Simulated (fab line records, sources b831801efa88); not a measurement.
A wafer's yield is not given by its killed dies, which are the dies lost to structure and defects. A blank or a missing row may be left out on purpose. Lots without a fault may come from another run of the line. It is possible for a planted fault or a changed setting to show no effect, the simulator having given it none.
Which tool did it? -- flow sky130 -- 6 lots, 18 wafers sampled, at 2 steps of a route of 708

WHAT THE GAUGES READ, wafer by wafer
SKY_GATE_OXIDE_THK_MEAS_02.
lot,measured,on,GATE_OXIDE_OXIDATION_00_THK (nm)
L238,day 13 09:15,film metro-02,10.14 9.93 10.10
L244,day 15 10:17,film metro-01,5.85 5.65 5.70 5.85 5.60 5.79
L251,day 18 02:50,film metro-01,10.39 10.51 10.28
L253,day 18 17:53,film metro-03,10.65 10.58 10.67
L255,day 19 22:39,film metro-01,10.56 10.37 10.66
L257,day 20 10:38,film metro-03,10.25 10.38 10.16

WHICH TOOL RAN EACH LOT (tool, then ch and the chambers of the sampled wafers, then the start)
lot,SKY_GATE_OXIDE_OXIDATION_01
L238,"furnace-01 ch 0, day 13 07:49"
L244,"furnace-02 ch 0, day 15 08:51"
L251,"furnace-01 ch 0, day 18 01:25"
L253,"furnace-01 ch 0, day 18 16:29"
L255,"furnace-02 ch 0, day 19 21:14"
L257,"furnace-02 ch 0, day 20 09:12"
- SKY_GATE_OXIDE_OXIDATION_01: stabilise 600 s, purge 300 s, target thk 10.268 nm.

THE ANSWER, worked out from the rows above alone
Rule: the lots themselves supply what counts as usual. The widest of any qualifying gaps counts: lots, ordered by their means at a reading, are off when they make up no more than a third of the lots, leave a main group of 4 or more, and stand apart from it by 3 or more times the standard deviation of that group's means. The tables above print the reading to a certain number of digits; a main group whose means all agree to those digits is not used. Also off: a lot with no number at a reading for which 4 or more lots have one. The other lots that the step has rows for count as sound.
Off: L244, seen at SKY_GATE_OXIDE_THK_MEAS_02 (GATE_OXIDE_OXIDATION_00_THK). The main group: mean 10.38 nm, standard deviation 0.2.
If a tool, at a process step before that reading, ran all the lots that are off and no sound lot after the first of them, it fits. Gauges at SKY_GATE_OXIDE_THK_MEAS_02: tried the same way as those tools. Of those tried, none fits.

WHAT THE SIMULATOR HAD PUT IN
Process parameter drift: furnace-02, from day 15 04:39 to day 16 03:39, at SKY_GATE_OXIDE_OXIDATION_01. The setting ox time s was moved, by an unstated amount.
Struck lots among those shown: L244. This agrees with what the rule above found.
